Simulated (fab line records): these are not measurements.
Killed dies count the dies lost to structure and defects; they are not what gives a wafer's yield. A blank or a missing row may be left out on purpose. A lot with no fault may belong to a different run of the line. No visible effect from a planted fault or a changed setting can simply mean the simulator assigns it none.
Which tool was responsible? + flow sky130 + 14 lots, 42 wafers sampled, at 2 steps of a route of 708

WHAT THE GAUGES READ, wafer by wafer
The record lacks any reading of a measuring or inspecting step that a usual standard deviation could be used to judge.

WHAT TOOL EACH LOT RAN ON (gives the tool, then ch and the chambers of the sampled wafers, and finally the start)
| lot  | SKY_RES_XHIGH_COAT_02            | SKY_RES_XHIGH_STRIP_08              |
|------|----------------------------------|-------------------------------------|
| L973 | lithoTrack-01 ch 0, day 26 17:11 | plasmaAsher-03 ch 0,1, day 27 07:55 |
| L974 | lithoTrack-03 ch 0, day 26 23:55 | plasmaAsher-02 ch 0,1, day 27 15:28 |
| L975 | lithoTrack-01 ch 0, day 27 11:47 | plasmaAsher-02 ch 0,1, day 28 01:58 |
| L977 | lithoTrack-01 ch 0, day 28 00:41 | plasmaAsher-01 ch 0,1, day 28 15:14 |
| L976 | lithoTrack-01 ch 0, day 28 03:38 | plasmaAsher-01 ch 0,1, day 28 19:08 |
| L979 | lithoTrack-01 ch 0, day 28 18:37 | plasmaAsher-01 ch 0,1, day 29 08:53 |
| L981 | lithoTrack-03 ch 0, day 29 10:07 | plasmaAsher-03 ch 0,1, day 30 01:13 |
| L984 | lithoTrack-03 ch 0, day 30 09:49 | plasmaAsher-02 ch 0,1, day 30 23:25 |
| L986 | lithoTrack-03 ch 0, day 31 02:14 | plasmaAsher-01 ch 0,1, day 31 16:55 |
| L985 | lithoTrack-03 ch 0, day 31 04:19 | plasmaAsher-02 ch 0,1, day 31 19:04 |
| L994 | lithoTrack-03 ch 0, day 33 17:13 | plasmaAsher-03 ch 0,1, day 34 07:16 |
| L993 | lithoTrack-03 ch 0, day 33 22:01 | plasmaAsher-01 ch 0,1, day 34 11:49 |
| L995 | lithoTrack-02 ch 0, day 33 22:44 | plasmaAsher-01 ch 0,1, day 34 12:47 |
| L996 | lithoTrack-01 ch 0, day 34 08:23 | plasmaAsher-02 ch 0,1, day 34 22:31 |
- SKY_RES_XHIGH_COAT_02: resist thk 1140 nm.
- SKY_RES_XHIGH_STRIP_08: strips in O2/N2.

AS READ BY THE TOOLS THEMSELVES (means over the sampled wafers that have a number; for cases with no such wafer, the mark the record gives instead)
SKY_RES_XHIGH_COAT_02.
| lot  | tool          | exhaustPa (Pa) | spinSpeedRpm (rpm) |
|------|---------------|----------------|--------------------|
| L973 | lithoTrack-01 | 45.0           | 3000.2             |
| L974 | lithoTrack-03 | 45.2           | 3001.0             |
| L975 | lithoTrack-01 | 43.7           | 2998.5             |
| L977 | lithoTrack-01 | 45.8           | 3001.6             |
| L976 | lithoTrack-01 | 44.6           | 2999.2             |
| L979 | lithoTrack-01 | 45.3           | 2997.4             |
| L981 | lithoTrack-03 | 45.2           | 3003.4             |
| L984 | lithoTrack-03 | 44.4           | 3002.0             |
| L986 | lithoTrack-03 | 45.8           | 2799.3             |
| L985 | lithoTrack-03 | 45.3           | 2798.7             |
| L994 | lithoTrack-03 | 45.1           | 2999.4             |
| L993 | lithoTrack-03 | 44.7           | 3000.4             |
| L995 | lithoTrack-02 | 45.0           | 2999.9             |
| L996 | lithoTrack-01 | 44.7           | 2999.8             |

SKY_RES_XHIGH_STRIP_08.
| lot  | tool           | drypumpMotorCurrentA (A) | oesProductAu (a.u.) | stripTimeToEndpointS (s) |
|------|----------------|--------------------------|---------------------|--------------------------|
| L973 | plasmaAsher-03 | 5.7                      | 0.712               | 14.25                    |
| L974 | plasmaAsher-02 | 5.6                      | 0.707               | 14.29                    |
| L975 | plasmaAsher-02 | 5.3                      | 0.710               | 14.31                    |
| L977 | plasmaAsher-01 | 5.9                      | 0.707               | 14.31                    |
| L976 | plasmaAsher-01 | 5.9                      | 0.710               | 14.26                    |
| L979 | plasmaAsher-01 | 5.7                      | 0.710               | 14.28                    |
| L981 | plasmaAsher-03 | 5.8                      | 0.713               | 14.21                    |
| L984 | plasmaAsher-02 | 5.6                      | 0.709               | 14.29                    |
| L986 | plasmaAsher-01 | 5.9                      | 0.711               | 14.68                    |
| L985 | plasmaAsher-02 | 5.3                      | 0.711               | 14.67                    |
| L994 | plasmaAsher-03 | 5.8                      | 0.710               | 14.30                    |
| L993 | plasmaAsher-01 | 5.7                      | 0.710               | 14.22                    |
| L995 | plasmaAsher-01 | 5.9                      | 0.709               | 14.28                    |
| L996 | plasmaAsher-02 | 5.6                      | 0.708               | 14.29                    |

THE ANSWER, worked out from the rows above alone
Rule: the usual values come from the lots themselves. Put in order of their means at a reading, lots are off if they are a third of the lots or fewer, leave a main group of 4 or more, and stand apart from it by a gap of 3 or more times the standard deviation of the main group's means; of several such gaps the widest counts. The tables above print the reading to a certain number of digits; a main group whose means all agree to those digits is not used. Also off: a lot with no number at a reading for which 4 or more lots have one. Where the step has rows for the other lots, those lots are counted as sound. After the gauges, taken in route order, come the tools' own readings; for these a lot's mean is taken, as printed above. At the first step where some lot is off, the reading lying furthest off is the one used; lots without a number count as furthest.
Off: L986, L985, at SKY_RES_XHIGH_COAT_02 (spinSpeedRpm). The main group has a mean of 3000.2 rpm with a standard deviation of 1.5.
If a tool, at that step or one of the process steps before it, ran each lot that is off and ran no sound lot following the first of them, it fits. None of those tried fits.

WHAT THE SIMULATOR HAD INSERTED
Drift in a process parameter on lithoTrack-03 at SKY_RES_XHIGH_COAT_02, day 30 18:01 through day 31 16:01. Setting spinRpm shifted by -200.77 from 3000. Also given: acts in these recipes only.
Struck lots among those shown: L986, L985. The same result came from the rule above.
